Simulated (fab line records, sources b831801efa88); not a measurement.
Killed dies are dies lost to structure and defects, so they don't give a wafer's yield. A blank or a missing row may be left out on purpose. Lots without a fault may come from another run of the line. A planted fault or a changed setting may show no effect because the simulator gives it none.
Which tool did it? | flow gf180mcu | 11 lots, 33 wafers sampled, at 1 step of a route of 602

WHAT THE GAUGES READ, wafer by wafer
GF_V4_RS_MEAS_24: measures by four-point-probe.
lot  | measured     | on            | V4_W_RS (ohm/sq)
L916 | day 24 01:49 | film_metro-03 | 0.328 0.329 0.328
L917 | day 25 07:39 | film_metro-02 | 0.324 0.327 0.325
L920 | day 25 23:49 | film_metro-02 | 0.330 0.329 0.330
L926 | day 27 11:04 | film_metro-04 | 0.328 0.334 0.334
L927 | day 27 23:00 | film_metro-02 | 0.328 0.325 0.328
L928 | day 28 12:57 | film_metro-03 | 0.330 0.323 0.329
L929 | day 28 13:41 | film_metro-04 | 0.331 0.329 0.329
L930 | day 29 00:20 | film_metro-02 | 0.333 0.331 0.331
L931 | day 29 03:32 | film_metro-04 | 0.328 0.333 0.332
L935 | day 30 13:47 | film_metro-02 | 0.324 0.326 0.323
L937 | day 30 20:19 | film_metro-02 | 0.327 0.327 0.324

WHICH TOOL RAN EACH LOT (tool, then ch and the chambers of the sampled wafers, then the start)
The record holds no process step before these readings.

THE ANSWER, worked out from the rows above alone
Rule: what is usual is taken from the lots themselves. Put in order of their means at a reading, lots are off if they are a third of the lots or fewer, leave a main group of 4 or more, and stand apart from it by a gap of 3 or more times the standard deviation of the main group's means; of several such gaps the widest counts. A main group whose means are all the same, to the digits that the tables above print for the reading, isn't used. A lot without any number at a reading at which 4 lots or more have one is off too. The other lots that the step has rows for count as sound.
No lot is off at any reading shown: from this, nothing can be told.

WHAT THE SIMULATOR HAD PUT IN
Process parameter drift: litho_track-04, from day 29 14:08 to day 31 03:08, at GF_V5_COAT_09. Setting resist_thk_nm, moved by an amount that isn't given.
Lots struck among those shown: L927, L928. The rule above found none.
